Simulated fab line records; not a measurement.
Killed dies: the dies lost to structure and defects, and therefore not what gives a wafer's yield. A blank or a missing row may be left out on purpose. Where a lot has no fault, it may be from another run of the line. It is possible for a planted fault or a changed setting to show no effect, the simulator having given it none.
Check of tool commonality    flow sky130    14 lots, 42 wafers sampled

## REASON IT WAS OPENED
At SKY_VT_ADJUST_LVTN_TW_MEAS_10 the reading VT_ADJUST_LVTN_TW is flagged on 2 of 14 lots. Fault-free wafers read 241.5, with a standard deviation of 1.5.
Rule: a lot is flagged when every wafer of it that has a number lies more than 4 standard deviations from that mean, or none has a number. All remaining lots are regarded as sound.

lot   measured      on             VT_ADJUST_LVTN_TW, wafer by wafer  flag
L622  day 6 18:53   film-metro-02  242.3 242.7 242.0                  
L623  day 7 03:32   film-metro-01  242.2 242.8 239.7                  
L624  day 7 06:33   film-metro-02  242.6 240.1 241.2                  
L626  day 7 22:35   film-metro-02  242.1 241.3 243.1                  
L627  day 8 05:26   film-metro-01  240.2 239.9 239.9                  
L628  day 8 10:14   film-metro-01  29.8 30.0 29.7                     FLAGGED
L629  day 8 12:51   film-metro-01  240.1 239.6 239.8                  
L630  day 8 20:03   film-metro-01  29.7 29.8 29.7                     FLAGGED
L637  day 10 20:20  film-metro-02  241.9 241.2 241.2                  
L639  day 11 20:38  film-metro-02  243.5 243.0 242.7                  
L641  day 12 10:01  film-metro-04  241.9 243.3 243.1                  
L643  day 12 21:59  film-metro-02  241.5 241.4 241.2                  
L642  day 12 22:18  film-metro-01  239.9 240.0 241.8                  
L644  day 13 01:34  film-metro-04  243.6 244.0 243.5                  
On average the flagged lots read 29.8, which is -211.7 against the usual, or -99 or more standard deviations.

## EACH LOT AND THE TOOL IT RAN ON
The record holds 1 process step before the reading, out of a route of 708 steps. Cell contents, in order: the tool; ch with the chambers the sampled wafers went through; the start.
lot   flag     SKY_VT_ADJUST_LVTN_DEVELOP_06
L622           litho-track-04 ch 0, day 6 18:00
L623           litho-track-04 ch 0, day 7 03:00
L624           litho-track-03 ch 0, day 7 06:00
L626           litho-track-03 ch 0, day 7 22:00
L627           litho-track-04 ch 0, day 8 05:00
L628  FLAGGED  litho-track-04 ch 0, day 8 09:00
L629           litho-track-02 ch 0, day 8 12:00
L630  FLAGGED  litho-track-04 ch 0, day 8 19:00
L637           litho-track-03 ch 0, day 10 19:00
L639           litho-track-03 ch 0, day 11 20:00
L641           litho-track-04 ch 0, day 12 09:00
L643           litho-track-03 ch 0, day 12 21:00
L642           litho-track-02 ch 0, day 12 21:00
L644           litho-track-04 ch 0, day 13 00:00
What these steps do:
- SKY_VT_ADJUST_LVTN_DEVELOP_06: develop time 60 s.
- SKY_VT_ADJUST_LVTN_TW_MEAS_10

## FLAGGED AGAINST TOTAL, ONE TOOL AT A TIME (gauges that did the reading follow at the end)
step                           tool            lots run  flagged  share of the flagged lots  sound lots run after its first flagged lot
SKY_VT_ADJUST_LVTN_DEVELOP_06  litho-track-02  2         0        none                       -
SKY_VT_ADJUST_LVTN_DEVELOP_06  litho-track-03  5         0        none                       -
SKY_VT_ADJUST_LVTN_DEVELOP_06  litho-track-04  7         2        all                        2 (L641,L644)
SKY_VT_ADJUST_LVTN_TW_MEAS_10  film-metro-01   6         2        all                        2 (L629,L642)
SKY_VT_ADJUST_LVTN_TW_MEAS_10  film-metro-02   6         0        none                       -
SKY_VT_ADJUST_LVTN_TW_MEAS_10  film-metro-04   2         0        none                       -

## WHAT IS ALLOWED BY THE TABLE
litho-track-04 at SKY_VT_ADJUST_LVTN_DEVELOP_06 and film-metro-01 at SKY_VT_ADJUST_LVTN_TW_MEAS_10 are the 2 rows of the table that ran each flagged lot.
- litho-track-04 at SKY_VT_ADJUST_LVTN_DEVELOP_06: 2 of its 7 lots flagged. Sound lots followed the first flagged one (L641, L644) on it, something a lasting fault affecting the whole tool could not allow.
- film-metro-01 at SKY_VT_ADJUST_LVTN_TW_MEAS_10: 2 of its 6 lots flagged. Sound lots followed the first flagged one (L629, L642) on it, something a lasting fault affecting the whole tool could not allow.
No row of the table ran every flagged lot and no sound lot after the first.

## WHAT HAD BEEN PUT IN BY THE SIMULATOR
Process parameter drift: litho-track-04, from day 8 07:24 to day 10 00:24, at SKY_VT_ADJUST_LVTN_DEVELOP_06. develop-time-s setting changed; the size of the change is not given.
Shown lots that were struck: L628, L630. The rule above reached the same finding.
